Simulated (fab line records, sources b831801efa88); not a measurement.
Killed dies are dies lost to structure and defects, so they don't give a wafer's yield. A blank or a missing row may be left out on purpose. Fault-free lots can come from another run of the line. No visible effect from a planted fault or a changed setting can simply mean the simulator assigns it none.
What tool caused it? | flow sky130 | 6 lots, 18 wafers sampled, at 2 steps of a route of 708

## WHAT THE GAUGES READ, wafer by wafer
SKY_VIA2_CD_MEAS_12: the cd target is 200 nm.
lot  | measured     | on        | cd nm (nm)
L285 | day 36 16:11 | cd sem-02 | 200.5 199.6 198.6
L290 | day 38 06:26 | cd sem-02 | 200.7 199.8 200.5
L295 | day 39 19:57 | cd sem-01 | 201.1 202.4 201.1
L301 | day 41 06:56 | cd sem-01 | 200.4 197.2 197.9
L304 | day 42 05:00 | cd sem-02 | 202.2 201.7 201.3
L306 | day 42 14:16 | cd sem-01 | 200.0 200.1 199.5

## WHICH TOOL RAN EACH LOT (tool, then ch and the chambers of the sampled wafers, then the start)
lot  | SKY_METAL2_SPUTTER_03
L285 | pvd sputter-04, day 34 10:34
L290 | pvd sputter-04, day 36 01:20
L295 | pvd sputter-04, day 37 16:13
L301 | pvd sputter-04, day 39 03:40
L304 | pvd sputter-04, day 40 02:29
L306 | pvd sputter-04, day 40 12:50
- SKY_METAL2_SPUTTER_03: material Ti, target thk 5 nm, time 3.3 s.

## THE ANSWER, worked out from the rows above alone
Rule: the usual values come from the lots themselves. The widest of any qualifying gaps counts: lots, ordered by their means at a reading, are off when they make up no more than a third of the lots, leave a main group of 4 or more, and stand apart from it by 3 or more times the standard deviation of that group's means. Not used: any main group whose means are identical at the precision the tables above print for the reading. A lot without any number at a reading at which 4 lots or more have one is off too. Where the step has rows for the other lots, those lots are counted as sound.
Across all readings shown, no lot is off: no conclusion can be drawn from this.

## WHAT THE SIMULATOR PUT IN
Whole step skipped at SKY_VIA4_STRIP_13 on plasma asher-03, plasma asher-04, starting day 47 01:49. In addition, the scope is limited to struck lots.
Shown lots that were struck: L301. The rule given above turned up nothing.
